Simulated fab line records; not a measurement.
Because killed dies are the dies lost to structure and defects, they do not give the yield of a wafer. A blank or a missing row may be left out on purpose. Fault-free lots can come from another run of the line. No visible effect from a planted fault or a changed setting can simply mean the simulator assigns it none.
What tool caused it?	flow sky130	36 wafers from 12 lots sampled at 5 of the route's 708 steps

== WHAT EACH GAUGE READ, for each wafer ==
SKY_LOCAL_INTERCONNECT_CD_MEAS_11 targets a cd of 170 nm. Usual: cdNm 170.0 nm, standard deviation 1.8.
lot	measured	on	cdNm (nm)	flag
L889	day 30 05:35	cdSem-02	167.0 166.9 166.8	
L891	day 30 21:05	cdSem-01	172.5 171.7 170.4	
L892	day 31 08:50	cdSem-01	171.7 171.2 171.8	
L894	day 31 18:30	cdSem-01	168.8 169.1 169.5	
L895	day 32 01:50	cdSem-02	168.8 168.2 168.0	
L898	day 33 06:08	cdSem-02	166.4 167.2 166.9	
L901	day 34 13:18	cdSem-02	170.8 170.7 170.8	
L906	day 36 00:55	cdSem-02	167.0 168.6 167.0	
L907	day 36 09:02	cdSem-02	170.8 168.5 170.6	
L909	day 37 04:11	cdSem-02	169.1 167.9 169.3	
L910	day 37 08:47	cdSem-02	168.2 168.2 168.7	
L911	day 37 13:24	cdSem-02	170.1 169.0 169.9	

SKY_CONTACT_BOW_MEAS_05. Usual: CONTACT_BOW gives 82 um (standard deviation 7.4).
lot	measured	on	CONTACT_BOW (um)	flag
L889	day 30 06:59	filmMetro-03	81 84 90	
L891	day 30 22:29	filmMetro-04	76 75 74	
L892	day 31 10:13	filmMetro-03	96 84 85	
L894	day 31 19:57	filmMetro-03	81 85 84	
L895	day 32 03:13	filmMetro-03	61 80 79	
L898	day 33 07:32	filmMetro-04	93 90 91	
L901	day 34 14:56	filmMetro-03	72 70 71	
L906	day 36 02:17	filmMetro-03	92 87 87	
L907	day 36 10:27	filmMetro-04	80 81 77	
L909	day 37 05:36	filmMetro-04	87 80 80	
L910	day 37 10:13	filmMetro-01	85 79 86	
L911	day 37 14:47	filmMetro-03	76 83 75	

SKY_CONTACT_CD_MEAS_14 targets a cd of 170 nm. Usual: cdNm 170.5 nm, standard deviation 1.7.
lot	measured	on	cdNm (nm)	flag
L889	day 31 11:31	cdSem-02	172.6 172.4 172.1	
L891	day 32 02:46	cdSem-01	169.2 168.0 168.1	
L892	day 32 13:59	cdSem-01	170.7 171.5 170.7	
L894	day 32 23:51	cdSem-01	170.2 170.7 168.8	
L895	day 33 06:08	cdSem-01	172.0 172.0 170.3	
L898	day 34 11:03	cdSem-02	171.7 172.1 170.9	
L901	day 35 18:25	cdSem-02	153.8 153.8 154.7	OFF
L906	day 37 05:23	cdSem-02	155.5 157.3 159.0	OFF
L907	day 37 12:43	cdSem-01	169.3 169.5 170.0	
L909	day 38 07:40	cdSem-02	170.5 170.2 169.5	
L910	day 38 11:44	cdSem-02	167.8 169.7 167.5	
L911	day 38 15:43	cdSem-02	172.6 171.5 171.8	

== WHICH TOOL RAN EACH LOT (tool, then ch and the chambers of the sampled wafers, then the start) ==
lot	SKY_LOCAL_INTERCONNECT_METAL_ETCH_14	SKY_CONTACT_EXPOSE_11
L889	rieMetal-01 ch 0,1, day 30 05:46	krfScanner-02 ch 0, day 30 21:31
L891	rieMetal-01 ch 0,1, day 30 21:18	krfScanner-01 ch 0, day 31 13:04
L892	rieMetal-01 ch 1, day 31 09:02	krfScanner-02 ch 0, day 32 00:13
L894	rieMetal-03 ch 0,1, day 31 18:42	krfScanner-02 ch 0, day 32 10:32
L895	rieMetal-03 ch 0,1, day 32 02:03	krfScanner-02 ch 0, day 32 17:04
L898	rieMetal-01 ch 0, day 33 06:20	krfScanner-01 ch 0, day 33 21:50
L901	rieMetal-01 ch 1, day 34 13:35	krfScanner-01 ch 0, day 35 04:36
L906	rieMetal-01 ch 0, day 36 01:06	krfScanner-01 ch 0, day 36 16:28
L907	rieMetal-02 ch 0,1, day 36 09:13	krfScanner-02 ch 0, day 37 00:05
L909	rieMetal-01 ch 0,1, day 37 04:22	krfScanner-02 ch 0, day 37 19:08
L910	rieMetal-01 ch 0,1, day 37 09:02	krfScanner-02 ch 0, day 37 22:55
L911	rieMetal-03 ch 0,1, day 37 13:34	krfScanner-02 ch 0, day 38 03:44
- SKY_LOCAL_INTERCONNECT_METAL_ETCH_14: etches TiN in Cl2/BCl3, stops on PSG, target depth 110 nm, time 31.4 s.
- SKY_CONTACT_EXPOSE_11: exposes mask CTM1, target cd 170 nm.

== AS READ BY THE TOOLS THEMSELVES (means over the sampled wafers that have a number; for cases with no such wafer, the mark the record gives instead) ==
SKY_LOCAL_INTERCONNECT_METAL_ETCH_14. Usual: biasW 48.52 W, standard deviation 0.14; chamberPressureMTorr 10.000 mTorr, standard deviation 0.0094; drypumpMotorCurrentA 5.9 A, standard deviation 0.66; heBacksideLeakSccm 3.4 sccm, standard deviation 0.33; oesProductAu 0.938 a.u., standard deviation 0.0075; throttleValvePct 21.903 %, standard deviation 0.01.
lot	tool	biasW (W)	chamberPressureMTorr (mTorr)	drypumpMotorCurrentA (A)	heBacksideLeakSccm (sccm)	oesProductAu (a.u.)	throttleValvePct (%)	flag
L889	rieMetal-01	48.52	9.992	6.4	3.2	0.942	21.894	
L891	rieMetal-01	48.45	9.998	6.4	3.4	0.936	21.903	
L892	rieMetal-01	48.69	10.011	6.8	3.2	0.932	21.903	
L894	rieMetal-03	48.50	10.003	5.2	3.3	0.941	21.906	
L895	rieMetal-03	48.65	9.997	5.5	3.2	0.941	21.906	
L898	rieMetal-01	48.57	10.006	5.6	3.5	0.936	21.904	
L901	rieMetal-01	48.46	9.997	6.8	3.3	0.941	21.914	
L906	rieMetal-01	48.59	10.000	5.6	3.3	0.950	21.896	
L907	rieMetal-02	48.57	9.994	6.3	3.4	0.935	21.903	
L909	rieMetal-01	48.53	9.997	6.4	4.2	0.941	21.901	
L910	rieMetal-01	48.50	10.000	6.4	3.5	0.929	21.900	
L911	rieMetal-03	48.49	9.996	5.4	3.3	0.933	21.915	

SKY_CONTACT_EXPOSE_11. Usual: exposureDoseMJCm2 38.00, standard deviation 0.042.
lot	tool	exposureDoseMJCm2	flag
L889	krfScanner-02	37.97	
L891	krfScanner-01	38.02	
L892	krfScanner-02	37.97	
L894	krfScanner-02	38.02	
L895	krfScanner-02	38.02	
L898	krfScanner-01	37.99	
L901	krfScanner-01	34.83	OFF
L906	krfScanner-01	35.49	OFF
L907	krfScanner-02	38.01	
L909	krfScanner-02	37.95	
L910	krfScanner-02	37.92	
L911	krfScanner-02	38.01	

== THE ANSWER, worked out from the rows above alone ==
Rule: a lot counts as off when the mean over its wafers that have a number is more than 3 standard deviations away from the usual mean. A lot without any number at a reading at which 4 lots or more have one is off too. The other lots that the step has rows for count as sound. The gauges are gone through in route order, then the tools' own readings, and for those a lot's mean is taken as printed above. The first step at which some lot is off is used, and at that step the reading that is off furthest; a lot without a number counts as furthest.
Off: L901, L906, at SKY_CONTACT_CD_MEAS_14 (cdNm).
If a tool, at a process step before that reading, ran all the lots that are off and no sound lot after the first of them, it fits. The gauges at SKY_CONTACT_CD_MEAS_14 aren't tried: what is off there is off at SKY_CONTACT_EXPOSE_11 too, on other tools, and a gauge's error can't cause that. One fits: krfScanner-01 at SKY_CONTACT_EXPOSE_11. Its last sound lot is L898 (day 33 21:50), its first lot that is off L901 (day 35 04:36): a fault that began between those two fits.
The tool's own readings at SKY_CONTACT_EXPOSE_11 bear it out: on the lots that are off they differ by more than 5 times the standard deviation of the sound lots' means. exposureDoseMJCm2 reads 35.16 there against 37.99 on the sound lots.

== WHAT THE SIMULATOR HAD INSERTED ==
Process parameters drifting: krfScanner-01 at SKY_CONTACT_EXPOSE_11, beginning at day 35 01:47. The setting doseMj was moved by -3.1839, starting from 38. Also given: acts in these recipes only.
Shown lots that were struck: L901, L906. Same finding as the rule above.
